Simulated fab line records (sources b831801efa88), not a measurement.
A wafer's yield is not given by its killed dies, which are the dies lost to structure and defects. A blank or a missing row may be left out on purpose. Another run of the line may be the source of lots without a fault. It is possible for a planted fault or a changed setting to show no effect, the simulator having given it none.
Matching of chambers	flow gf180mcu	GF_V1_CVD_02 on pecvd-03: 3 sister chambers
The step deposits SiO2 from TEOS, target thk 850 nm, time 94.851 s. 16 wafers are shown with their chamber, then 8 later ones without.

## WAFERS WITH THEIR CHAMBER
wafer	chamber	heater-power-w (W)
L300.1	0	645
L300.3	1	699
L300.4	2	802
L305.1	1	722
L305.3	2	668
L305.5	2	734
L306.1	2	820
L306.3	1	643
L306.4	1	702
L309.1	0	601
L309.2	1	627
L309.5	1	692
L313.1	2	771
L313.2	0	588
L313.3	1	676
L316.1	0	648

SIGNATURES (means of the wafers above)
reading	chamber 0	chamber 1	chamber 2	scatter within a chamber
heater-power-w	620.50	680.14	759.00	43.3
Rule: for a wafer and a chamber, the distance is found by dividing, reading by reading, the gap between the wafer's reading and the chamber's mean by the reading's scatter, squaring, summing and taking the root. The wafer belongs to the nearest chamber; if the next one is less than 2 further off, it can't be placed. The scatter: take each reading less its chamber's mean, square it, sum over the shown wafers, divide by the number of wafers less the number of chambers, and take the root.

## WAFERS WITHOUT THEIR CHAMBER
wafer	heater-power-w (W)
L316.3	589
L316.5	647
L319.2	700
L319.4	552
L319.5	790
L320.2	658
L320.4	686
L320.6	580

## WHICH CHAMBER EACH WENT THROUGH
wafer	from the rows above	in truth
L316.3	can't be placed: 0 or 1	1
L316.5	can't be placed: 0 or 1 or 2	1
L319.2	can't be placed: 1 or 2 or 0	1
L319.4	can't be placed: 0 or 1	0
L319.5	can't be placed: 2 or 1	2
L320.2	can't be placed: 1 or 0 or 2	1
L320.4	can't be placed: 1 or 0 or 2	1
L320.6	can't be placed: 0 or 1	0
Correctly placed: 0 of 8. Cannot be placed on the basis of these rows: 8; the candidates contain the true chamber in 8. Wrongly placed: 0.
